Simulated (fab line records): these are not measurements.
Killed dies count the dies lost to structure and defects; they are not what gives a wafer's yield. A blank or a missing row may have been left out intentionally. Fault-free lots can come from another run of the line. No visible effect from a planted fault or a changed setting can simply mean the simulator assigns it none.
Which tool is to blame? / flow gf180mcu / 14 lots, 42 wafers sampled, at 1 step of a route of 602

## WHAT THE GAUGES READ, wafer by wafer
GF_M4_CD_MEAS_14 targets a cd of 280 nm.
lot=L375; measured=day 23 17:30; on=cd sem-01; cd nm (nm)=280.2 279.7 280.1
lot=L378; measured=day 24 18:17; on=cd sem-01; cd nm (nm)=279.5 281.5 279.7
lot=L379; measured=day 25 01:32; on=cd sem-01; cd nm (nm)=280.8 280.2 280.2
lot=L385; measured=day 27 05:38; on=cd sem-01; cd nm (nm)=280.6 279.7 279.4
lot=L388; measured=day 28 03:58; on=cd sem-02; cd nm (nm)=277.9 279.3 280.4
lot=L389; measured=day 28 11:10; on=cd sem-01; cd nm (nm)=277.7 279.9 279.0
lot=L391; measured=day 28 18:36; on=cd sem-02; cd nm (nm)=278.9 278.9 278.8
lot=L390; measured=day 28 23:37; on=cd sem-01; cd nm (nm)=281.7 281.8 281.2
lot=L392; measured=day 29 03:20; on=cd sem-01; cd nm (nm)=278.5 279.5 277.7
lot=L393; measured=day 29 11:34; on=cd sem-01; cd nm (nm)=278.9 280.4 279.2
lot=L394; measured=day 29 21:29; on=cd sem-01; cd nm (nm)=281.1 280.1 279.8
lot=L395; measured=day 30 02:10; on=cd sem-01; cd nm (nm)=278.4 279.3 279.0
lot=L396; measured=day 30 08:53; on=cd sem-01; cd nm (nm)=277.8 278.8 277.3
lot=L397; measured=day 30 17:35; on=cd sem-02; cd nm (nm)=282.3 280.3 280.3

## TOOL THAT RAN EACH LOT (tool first, then ch and the chambers of the sampled wafers, then the start)
The record shows no process step preceding these readings.

## WHAT THE TOOLS THEMSELVES READ (means of the sampled wafers that have a number; where no wafer has one, the mark that the record gives instead)
The record holds no such reading with a usual standard deviation.

## THE ANSWER, worked out from the rows above alone
Rule: usual is defined by the lots themselves. The widest of any qualifying gaps counts: lots, ordered by their means at a reading, are off when they make up no more than a third of the lots, leave a main group of 4 or more, and stand apart from it by 3 or more times the standard deviation of that group's means. Not used: any main group whose means are identical at the precision the tables above print for the reading. A lot without any number at a reading at which 4 lots or more have one is off too. Any other lot the step has rows for is counted as sound. The gauges are gone through in route order, then the tools' own readings, and for those a lot's mean is taken as printed above. At the first step where some lot is off, the reading lying furthest off is the one used; lots without a number count as furthest.
None of the lots is off at any reading shown; this tells nothing.

## WHAT THE SIMULATOR HAD INSERTED
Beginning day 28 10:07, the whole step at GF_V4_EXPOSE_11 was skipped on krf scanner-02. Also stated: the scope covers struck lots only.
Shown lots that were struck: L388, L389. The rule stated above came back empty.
